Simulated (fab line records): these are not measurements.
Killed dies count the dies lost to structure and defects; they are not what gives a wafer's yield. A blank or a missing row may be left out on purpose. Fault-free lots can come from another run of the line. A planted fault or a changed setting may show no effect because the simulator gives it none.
Struck lot and sound lot, side by side | flow sky130 | 22 steps out of a route of 708
Sound: the wafers L944.3, L944.4, L944.5. The struck wafers were L957.2, L957.3, L957.4. At the end, the cause is stated.
Order at every step that has rows: each side's tool, ch and its chambers, its first start. Under that, the readings that differ: sound wafers | struck wafers | difference of the means | sigmas: that difference in standard deviations of wafers without a fault.
alike: same words and numbers on both sides, and readings whose means sit less than 2 such deviations apart. not compared: any withheld reading, any reading some wafer has no value for, any bound like >300 that may hide the same value, and any number with overlapping values for which the record gives no deviation.
Wherever a step has rows on one side only, a row that says differs or no value, or a row with sigmas, the two part there. Numbers that have no deviation but don't overlap get no sigmas and don't part them. A reading that every wafer of one side lacks parts them only if that side has two wafers or more.

first, 5 steps without rows for these wafers: SKY_VT_ADJUST_HVTP_COAT_02 (resist thk 1140 nm); SKY_VT_ADJUST_HVTP_SOFTBAKE_03 (time 60 s); SKY_VT_ADJUST_HVTP_EXPOSE_04 (exposes mask HVTPM, target cd 380 nm); SKY_VT_ADJUST_HVTP_PEB_05; SKY_VT_ADJUST_HVTP_DEVELOP_06 (develop time 60 s).
SKY_VT_ADJUST_HVTP_CD_MEAS_07: the cd target is 380 nm.
  sound on cd_sem-02 at day 7 20:29; struck on cd_sem-02 at day 11 02:01
  alike: cd_nm
SKY_VT_ADJUST_HVTP_OVL_MEAS_08:
  sound on overlay-02 at day 7 20:34; struck on overlay-02 at day 11 02:07
  alike: VT_ADJUST_HVTP_OVL
following that, these wafers have no rows for 1 step: SKY_VT_ADJUST_HVTP_IMPLANT_09.
SKY_VT_ADJUST_HVTP_STRIP_10: strips in O2/N2.
  sound on plasma_asher-04 ch 0,1, day 7 20:47; struck on plasma_asher-04 ch 0,1, day 11 02:18
  alike: drypump_motor_current_A, oes_product_au, strip_time_to_endpoint_s
  not compared: rf_hours_counter_h
SKY_VT_ADJUST_HVTP_TW_MEAS_11:
  sound on film_metro-02 at day 7 20:52; struck on film_metro-03 at day 11 02:25
  alike: VT_ADJUST_HVTP_TW
then, 2 steps without rows for these wafers: SKY_VT_ADJUST_LVTN_DEHYDRATE_00 (time 60 s); SKY_VT_ADJUST_LVTN_HMDS_01 (prime time 60 s).
SKY_VT_ADJUST_LVTN_COAT_02: resist thk 3000 nm.
  sound on litho_track-04 ch 0, day 8 07:04; struck on litho_track-02 ch 0, day 11 14:49
  reading                                          | sound                | struck               | difference | sigmas
  spin_speed_rpm (rpm)                             | 2001.5 1999.7 2000.1 | 2088.9 2090.7 2089.1 | +89.1      | +81
  model.coat_of_VT_ADJUST_LVTN_COAT_02.thk_nm (nm) | 3013 3014 3008       | 2930 2930 2929       | -82        |
  alike: chill_plate_temp_C
then, 3 steps without rows for these wafers: SKY_VT_ADJUST_LVTN_SOFTBAKE_03; SKY_VT_ADJUST_LVTN_EXPOSE_04 (exposes mask NWM COMPLEMENT LESS NATIVE, target cd 840 nm); SKY_VT_ADJUST_LVTN_PEB_05.
SKY_VT_ADJUST_LVTN_DEVELOP_06: develop time 60 s.
  sound: litho_track-03 ch 0; struck: litho_track-02 ch 0
  reading                                          | sound          | struck         | difference | sigmas
  model.coat_of_VT_ADJUST_LVTN_COAT_02.thk_nm (nm) | 3009 3010 3004 | 2926 2925 2925 | -82        |
  alike: chill_plate_temp_C
SKY_VT_ADJUST_LVTN_OVL_MEAS_07:
  sound on overlay-02 at day 8 18:02; struck on overlay-02 at day 12 03:06
  alike: VT_ADJUST_LVTN_OVL
following that, these wafers have no rows for 1 step: SKY_VT_ADJUST_LVTN_IMPLANT_08.
SKY_VT_ADJUST_LVTN_STRIP_09: strips in O2/N2.
  sound on plasma_asher-04 ch 0,1, day 8 18:14; struck on plasma_asher-01 ch 0,1, day 12 03:17
  reading                      | sound             | struck            | difference | sigmas
  drypump_motor_current_A (A)  | 5.5 5.6 5.6       | 6.5 6.5 6.4       | +0.9       | +2
  strip_time_to_endpoint_s (s) | 37.07 37.09 37.01 | 36.12 36.12 36.12 | -0.94      | -9
  alike: oes_product_au
  not compared: rf_hours_counter_h
SKY_VT_ADJUST_LVTN_TW_MEAS_10:
  sound on film_metro-01 at day 8 18:20; struck on film_metro-01 at day 12 03:23
  alike: VT_ADJUST_LVTN_TW
SKY_PAD_OPEN_PROBE_99:
  sound wafers here have rows in the record (prober-01, day 48 01:26); struck ones have none

## WHERE THEY PART
Last at SKY_PAD_OPEN_PROBE_99 as far as this record goes, first at SKY_VT_ADJUST_LVTN_COAT_02.

WHY: the cause the simulator had injected
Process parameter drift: litho_track-02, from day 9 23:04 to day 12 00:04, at SKY_VT_ADJUST_LVTN_COAT_02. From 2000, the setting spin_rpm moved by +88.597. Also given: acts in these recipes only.
